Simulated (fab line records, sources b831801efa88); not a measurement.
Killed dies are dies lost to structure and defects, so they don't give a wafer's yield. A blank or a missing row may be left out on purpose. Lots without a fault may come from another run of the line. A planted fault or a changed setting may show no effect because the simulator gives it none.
Chamber matching | flow gf180mcu | GF_V2_CMP_04 on cmp-02: 4 sister chambers
The step polishes SiO2. 8 wafers are shown with their chamber, then 7 later ones without.

WAFERS WITH THEIR CHAMBER
wafer  | chamber | motor_current_A (A) | time_to_endpoint_s (s)
L297.4 | 1       | 12.0                | 78
L296.1 | 0       | 11.5                | 70
L296.5 | 3       | 10.9                | 81
L309.2 | 1       | 11.8                | 81
L309.4 | 0       | 11.6                | 84
L309.5 | 2       | 13.5                | 87
L314.3 | 3       | 11.0                | 72
L314.5 | 2       | 12.6                | 79

WAFERS WITHOUT THEIR CHAMBER
wafer  | motor_current_A (A) | time_to_endpoint_s (s)
L314.6 | 10.9                | 75
L316.2 | 11.8                | 74
L316.3 | 12.3                | 73
L316.6 | 13.4                | 80
L317.3 | 11.0                | 83
L317.4 | 12.6                | 88
L317.6 | 10.6                | 90

WHICH CHAMBER EACH WENT THROUGH
wafer  | from the rows above          | in truth
L314.6 | can't be placed: 3 or 0      | 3
L316.2 | can't be placed: 0 or 1 or 3 | 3
L316.3 | can't be placed: 1 or 0 or 2 | 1
L316.6 | 2                            | 2
L317.3 | can't be placed: 3 or 0 or 1 | 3
L317.4 | can't be placed: 2 or 1      | 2
L317.6 | can't be placed: 3 or 0 or 1 | 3
Placed correctly: 1 of 7. Can't be placed from these rows: 6 (the true chamber is among the candidates in 6). Placed wrongly: 0.
How it was worked out, from the rows above alone: a wafer's distance from a chamber is the root of the sum, over the readings, of the square of ((its reading less the chamber's mean) divided by the reading's scatter). The wafer belongs to the nearest chamber; if the next one is less than 2 further off, it can't be placed. A chamber's mean is the mean of its shown wafers. The scatter: the root of (the sum of the squares of (reading less its chamber's mean) over the shown wafers, divided by (wafers less chambers)).
